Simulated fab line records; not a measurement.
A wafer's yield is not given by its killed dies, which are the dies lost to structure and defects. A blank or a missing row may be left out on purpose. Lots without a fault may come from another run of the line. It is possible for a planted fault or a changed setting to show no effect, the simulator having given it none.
Comparing a struck lot with a sound one ; flow sfqLine ; 14 steps out of a route of 325
Sound: the wafers L770.1, L770.4, L770.5. Wafers L768.2, L768.4, L768.5 were the ones struck. The cause comes at the end.
Order at every step that has rows: each side's tool, ch and its chambers, its first start. Under that, the readings that differ: sound wafers ; struck wafers ; difference of the means ; sigmas: that difference in standard deviations of wafers without a fault.
alike: words and numbers the same on both sides, and readings whose means are apart by under 2 such deviations; not compared: readings that were withheld, readings missing a value for some wafer, numbers with overlapping values and no deviation given by the record, and bounds like >300 which may hide the same value.
Wherever a step has rows on one side only, a row that says differs or no value, or a row with sigmas, the two part there. When numbers do not overlap yet have no deviation, they are printed without sigmas and do not part them. Lack of a reading on every wafer of one side parts them only where that side has two or more wafers.

first, 1 step without rows for these wafers: SFQ_TRILAYER_M1_BARC_OPEN_METAL_ETCH_054 (etches BARC in O2, target depth 125 nm, time 41.7 s).
SFQ_TRILAYER_M1_ETCH_METAL_ETCH_042: etches Nb in Cl2/Ar, stops on SiO2, target depth 240 nm, time 120 s.
  sound on rieMetal-04 ch 0,1, day 18 17:11; struck on rieMetal-02 ch 0,1, day 17 23:29
  alike: drypumpMotorCurrentA, heBacksideLeakSccm, oesProductAu
  not compared: rfHoursCounterH
SFQ_TRILAYER_M1_STRIP_STRIP_043: strips in O2.
  sound on rieMetal-04 ch 0,1, day 18 17:18; struck on rieMetal-02 ch 0,1, day 17 23:37
  alike: drypumpMotorCurrentA, heBacksideLeakSccm, oesProductAu
  not compared: rfHoursCounterH
then, 1 step without rows for these wafers: SFQ_TRILAYER_M1_STRIP_SOLV_CLEAN_044 (cleans in NMP, time 600 s).
SFQ_TRILAYER_I1_DEP_PECVD_045: deposits SiO2 from SiH4/N2O, time 111.11 s, target thk 500 nm.
  sound on pecvd-01 ch 0,2, day 18 18:05; struck on pecvd-03 ch 0,2, day 18 00:23
  alike: heaterPowerW, throttleValvePct
SFQ_TRILAYER_I1_CMP_CMP_046: polishes SiO2.
  sound on cmp-02 ch 0,1,3, day 19 07:08; struck on cmp-01 ch 0,2,3, day 18 16:33
  alike: motorCurrentA, timeToEndpointS
SFQ_I1_BOW_MEAS_912:
  sound on filmMetro-01, day 19 09:08; struck on filmMetro-04, day 18 19:04
  alike: I1_BOW
SFQ_TRILAYER_I1_METRO_MEASURE_047:
  sound on filmMetro-01, day 19 09:15; struck on filmMetro-04, day 18 19:22
  alike: thkNm
then, 4 steps without rows for these wafers: SFQ_TRILAYER_I1_VIA_LITHO_COAT_054 (resist thk 62 nm); SFQ_TRILAYER_I1_VIA_LITHO_COAT_049 (resist thk 650 nm); SFQ_TRILAYER_I1_VIA_LITHO_SOFTBAKE_053; SFQ_TRILAYER_I1_VIA_LITHO_EXPOSE_050 (exposes mask I1, target cd 500 nm).
SFQ_TRILAYER_I1_VIA_LITHO_PEB_052: peb time 60 s.
  sound on lithoTrack-02 ch 0, day 21 08:56; struck on lithoTrack-02, day 20 13:15
  no value came back on the struck wafers for chillPlateTempC (C), exhaustPa (Pa); on the sound wafers chillPlateTempC (C) reads 23.04 23.16 22.92
then, 1 step without rows for these wafers: SFQ_TRILAYER_I1_VIA_LITHO_DEVELOP_051 (time 60 s).

## WHERE THEY PART
Only at SFQ_TRILAYER_I1_VIA_LITHO_PEB_052, within this record.

WHY: what the simulator had put in
Entire step skipped (lithoTrack-02, SFQ_TRILAYER_I1_VIA_LITHO_PEB_052), from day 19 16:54 onward. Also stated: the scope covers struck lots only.
